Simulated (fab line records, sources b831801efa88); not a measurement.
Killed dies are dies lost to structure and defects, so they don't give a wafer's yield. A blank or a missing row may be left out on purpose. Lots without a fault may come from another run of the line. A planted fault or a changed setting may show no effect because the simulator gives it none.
Problem report in the 8D (eight disciplines) form, filled by code | flow gf180mcu | the parts of the form that need people (team, actions taken, sign-off) are left out

1. THE PROBLEM
cd_nm at GF_V3_CD_MEAS_14 reads a mean of 215.1 nm on 6 wafers of 2 lots; wafers without a fault read 259.9 nm with a standard deviation of 1.3. That is -34 standard deviations from the usual mean.
The step: target cd 260 nm.
First seen on wafer L717.4, day 27 15:22, on cd_sem-02. The record holds 36 wafers of 12 lots with a number at this step. Rule for "out", or "out of limits": more than 4 standard deviations from the usual mean. The other wafers with a number count as sound.

2. WHAT IT IS AND WHAT IT IS NOT
question                    | is                     | is not
which readings at this step | cd_nm                  | -
which lots                  | L717, L718             | L703, L704, L705, L707, L708, L720, L721, L722, L723, L725
which wafers of those lots  | all that have a number | -
read on which gauges        | cd_sem-01, cd_sem-02   | -
when                        | from day 27 15:22      | up to then (15 sound wafers); but 15 sound wafers of L720, L721, L722, L723, L725 came after

3. SUSPECTS, AND WHAT RULES EACH OUT
Counting: a tool at a process step up to the reading stays a suspect if it ran every lot that is out and no sound lot after the first of them.
- the gauge at GF_V3_CD_MEAS_14: ruled out. The wafers that are out were read on 2 gauges (cd_sem-01, cd_sem-02).
- pecvd-04 at GF_V3_CVD_02 (deposits SiO2 from TEOS, target thk 850 nm, time 94.851 s): kept. It ran every lot that is out, first L717 (day 26 18:30), and no sound lot after that.
- krf_scanner-02 at GF_V3_EXPOSE_11 (exposes mask Via3, target cd 260 nm): kept. It ran every lot that is out, first L717 (day 27 05:26), and no sound lot after that; its last sound lot up to then is L708 (day 24 11:25). Its own readings are out on those wafers: exposure_dose_mJ_cm2.
Left after counting: pecvd-04 at GF_V3_CVD_02, krf_scanner-02 at GF_V3_EXPOSE_11.

4. THE CAUSE (what the simulator had put in)
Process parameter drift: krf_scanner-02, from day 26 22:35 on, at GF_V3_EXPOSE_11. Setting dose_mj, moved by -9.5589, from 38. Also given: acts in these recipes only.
Counting left 2 suspects, and this tool is among them.

5. THE CHAIN OF EFFECTS, in route order
Each row: a reading whose mean over the struck wafers that have a number lies more than 3 standard deviations from the usual. Only readings for which the record gives a usual standard deviation are gone through. hours: the time from each lot's start at the first step in this table that gives one to its start at this step, as a median over the lots. sigmas: the change in usual standard deviations.
hours | step                    | reading              | usual    | on struck wafers | change | sigmas
0     | GF_V3_EXPOSE_11         | exposure_dose_mJ_cm2 | 38.42    | 28.83            | -9.59  | -99 or more
10    | GF_V3_CD_MEAS_14        | cd_nm                | 259.9 nm | 215.1            | -44.8  | -34
148   | GF_PASSIVATION_PROBE_99 | defect_limited_yield | 90.3 %   | 49.8             | -40.5  | -29
148   | GF_PASSIVATION_PROBE_99 | killed_at_M0_to_M3   | 22       | 220              | +198   | +41
148   | GF_PASSIVATION_PROBE_99 | killed_dies          | 48       | 247              | +199   | +29
148   | GF_PASSIVATION_PROBE_99 | killed_on_rim        | 9.4      | 80.0             | +70.6  | +24
148   | GF_PASSIVATION_PROBE_99 | sort_bin_5_function  | 5.7 %    | 45.6             | +39.9  | +36
148   | GF_PASSIVATION_PROBE_99 | sort_n_pass          | 444      | 245              | -199   | -29
148   | GF_PASSIVATION_PROBE_99 | sort_yield_pct       | 90.3 %   | 49.8             | -40.5  | -29
The process steps in it:
- GF_V3_EXPOSE_11: exposes mask Via3, target cd 260 nm.
- GF_PASSIVATION_PROBE_99

6. WHAT WOULD HAVE CAUGHT IT SOONER
In this record the first reading out of limits at a measuring or inspecting step was taken at day 27 15:22, 17 hours after the fault began at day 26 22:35.
The tool's own readings at GF_V3_EXPOSE_11 were out on every struck wafer that the step has a row for (exposure_dose_mJ_cm2): an alarm limit on them would have fired on the first of those.
All the lots that are out (2) had begun GF_V3_EXPOSE_11 on krf_scanner-02 by day 27 15:22. A hold on the tool at that time would have spared none of them.
